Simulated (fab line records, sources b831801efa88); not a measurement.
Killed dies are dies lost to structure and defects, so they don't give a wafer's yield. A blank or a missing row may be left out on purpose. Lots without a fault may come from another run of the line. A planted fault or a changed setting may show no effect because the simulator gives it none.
Which tool did it? | flow gf180mcu | 14 lots, 42 wafers sampled, at 4 steps of a route of 602

WHAT THE GAUGES READ, wafer by wafer
GF_V5_OVL_MEAS_15.
lot  | measured     | on         | V5_OVL (nm)
L257 | day 27 14:14 | overlay-01 | 5 1 -2
L258 | day 27 19:53 | overlay-01 | 10 4 6
L259 | day 27 23:00 | overlay-01 | -1 3 7
L261 | day 28 19:02 | overlay-01 | -7 -2 3
L262 | day 29 14:14 | overlay-02 | -9 -7 -6
L263 | day 29 18:17 | overlay-01 | -8 -12 -9
L266 | day 30 14:35 | overlay-02 | 2 0 -8
L269 | day 31 02:08 | overlay-01 | -3 2 -4
L274 | day 32 09:50 | overlay-01 | 1 1 5
L276 | day 33 01:17 | overlay-02 | -1 6 0
L277 | day 33 02:14 | overlay-02 | -10 8 -1
L278 | day 33 06:00 | overlay-01 | -9 4 -8
L279 | day 33 11:41 | overlay-01 | 6 2 4
L280 | day 33 17:38 | overlay-02 | -1 11 -1

WHICH TOOL RAN EACH LOT (tool, then ch and the chambers of the sampled wafers, then the start)
lot  | GF_STI_CLEAN_19                | GF_M5_METAL_ETCH_10               | GF_V5_CMP_04
L257 | wet_bench-01 ch 1, day 2 04:11 | rie_metal-02 ch 0,1, day 26 16:28 | cmp-02 ch 0,2,3, day 26 17:32
L258 | wet_bench-03 ch 0, day 2 07:46 | rie_metal-04 ch 0,1, day 26 21:56 | cmp-02 ch 0,2,3, day 26 22:52
L259 | wet_bench-03 ch 3, day 2 13:07 | rie_metal-04 ch 0,1, day 27 00:33 | cmp-02 ch 1,2,3, day 27 01:35
L261 | wet_bench-01 ch 3, day 2 23:40 | rie_metal-02 ch 0,1, day 27 21:58 | cmp-02 ch 0,2,3, day 27 22:59
L262 | wet_bench-03 ch 3, day 3 04:25 | rie_metal-01 ch 0,1, day 28 17:28 | cmp-02 ch 1,2,3, day 28 18:30
L263 | wet_bench-01 ch 2, day 3 08:16 | rie_metal-04 ch 0,1, day 28 21:42 | cmp-01 ch 0,1,2, day 28 22:42
L266 | wet_bench-01 ch 0, day 4 06:10 | rie_metal-01 ch 1, day 29 18:46   | cmp-02 ch 2,3, day 29 19:44
L269 | wet_bench-01 ch 2, day 4 16:28 | rie_metal-04 ch 0,1, day 30 06:47 | cmp-02 ch 0,2, day 30 07:47
L274 | wet_bench-03 ch 0, day 5 18:04 | rie_metal-02 ch 0,1, day 31 15:35 | cmp-02 ch 1,2,3, day 31 16:34
L276 | wet_bench-03 ch 2, day 6 04:25 | rie_metal-01 ch 0,1, day 32 07:08 | cmp-02 ch 1,2,3, day 32 08:07
L277 | wet_bench-03 ch 1, day 6 09:01 | rie_metal-02 ch 0,1, day 32 08:11 | cmp-01 ch 0,2, day 32 09:10
L278 | wet_bench-03 ch 0, day 6 14:43 | rie_metal-01 ch 0,1, day 32 12:38 | cmp-02 ch 1,2,3, day 32 13:37
L279 | wet_bench-03 ch 0, day 6 19:57 | rie_metal-01 ch 0,1, day 32 18:29 | cmp-01 ch 1,2, day 32 19:25
L280 | wet_bench-02 ch 1, day 7 00:19 | rie_metal-01 ch 1, day 33 01:02   | cmp-02 ch 1,2,3, day 33 02:06
- GF_STI_CLEAN_19: cleans in dHF, time 20 s.
- GF_M5_METAL_ETCH_10: etches the open film in Cl2/BCl3, stops on SiO2, target depth 750.8 nm, time 125.1 s.
- GF_V5_CMP_04: polishes SiO2.

WHAT THE TOOLS THEMSELVES READ (means of the sampled wafers that have a number; where no wafer has one, the mark that the record gives instead)
GF_M5_METAL_ETCH_10.
lot  | tool         | drypump_motor_current_A (A) | oes_product_au (a.u.) | rf_fwd_power_W (W) | throttle_valve_pct (%)
L257 | rie_metal-02 | 5.5                         | 0.989                 | 796.7              | 28.237
L258 | rie_metal-04 | 5.9                         | 0.991                 | 797.8              | 28.227
L259 | rie_metal-04 | 5.9                         | 0.993                 | 797.7              | 28.224
L261 | rie_metal-02 | 5.7                         | 0.992                 | 796.7              | 28.236
L262 | rie_metal-01 | 5.7                         | 0.991                 | 794.1              | 28.238
L263 | rie_metal-04 | 5.5                         | 0.992                 | 797.8              | 28.227
L266 | rie_metal-01 | 5.4                         | 0.977                 | 792.7              | 28.235
L269 | rie_metal-04 | 5.5                         | 0.987                 | 798.0              | 28.227
L274 | rie_metal-02 | 5.5                         | 0.983                 | 795.6              | 28.244
L276 | rie_metal-01 | 5.8                         | 0.992                 | 792.9              | 28.227
L277 | rie_metal-02 | 5.7                         | 0.993                 | 795.3              | 28.224
L278 | rie_metal-01 | 5.8                         | 0.989                 | 796.1              | 28.232
L279 | rie_metal-01 | 5.6                         | 0.983                 | 796.2              | 28.251
L280 | rie_metal-01 | 5.4                         | 0.983                 | 794.3              | 28.238

GF_V5_CMP_04.
lot  | tool   | motor_current_A (A)
L257 | cmp-02 | 10.5
L258 | cmp-02 | 10.3
L259 | cmp-02 | 11.4
L261 | cmp-02 | 10.5
L262 | cmp-02 | 11.2
L263 | cmp-01 | 12.2
L266 | cmp-02 | 11.1
L269 | cmp-02 | 10.0
L274 | cmp-02 | 10.9
L276 | cmp-02 | 11.1
L277 | cmp-01 | 11.9
L278 | cmp-02 | 10.8
L279 | cmp-01 | 12.1
L280 | cmp-02 | 10.9

THE ANSWER, worked out from the rows above alone
Rule: what is usual is taken from the lots themselves. Put in order of their means at a reading, lots are off if they are a third of the lots or fewer, leave a main group of 4 or more, and stand apart from it by a gap of 3 or more times the standard deviation of the main group's means; of several such gaps the widest counts. A main group whose means are all the same, to the digits that the tables above print for the reading, isn't used. A lot without any number at a reading at which 4 lots or more have one is off too. The other lots that the step has rows for count as sound. The gauges are gone through in route order, then the tools' own readings, and for those a lot's mean is taken as printed above. The first step at which some lot is off is used, and at that step the reading that is off furthest; a lot without a number counts as furthest.
No lot is off at any reading shown: from this, nothing can be told.

WHAT THE SIMULATOR HAD PUT IN
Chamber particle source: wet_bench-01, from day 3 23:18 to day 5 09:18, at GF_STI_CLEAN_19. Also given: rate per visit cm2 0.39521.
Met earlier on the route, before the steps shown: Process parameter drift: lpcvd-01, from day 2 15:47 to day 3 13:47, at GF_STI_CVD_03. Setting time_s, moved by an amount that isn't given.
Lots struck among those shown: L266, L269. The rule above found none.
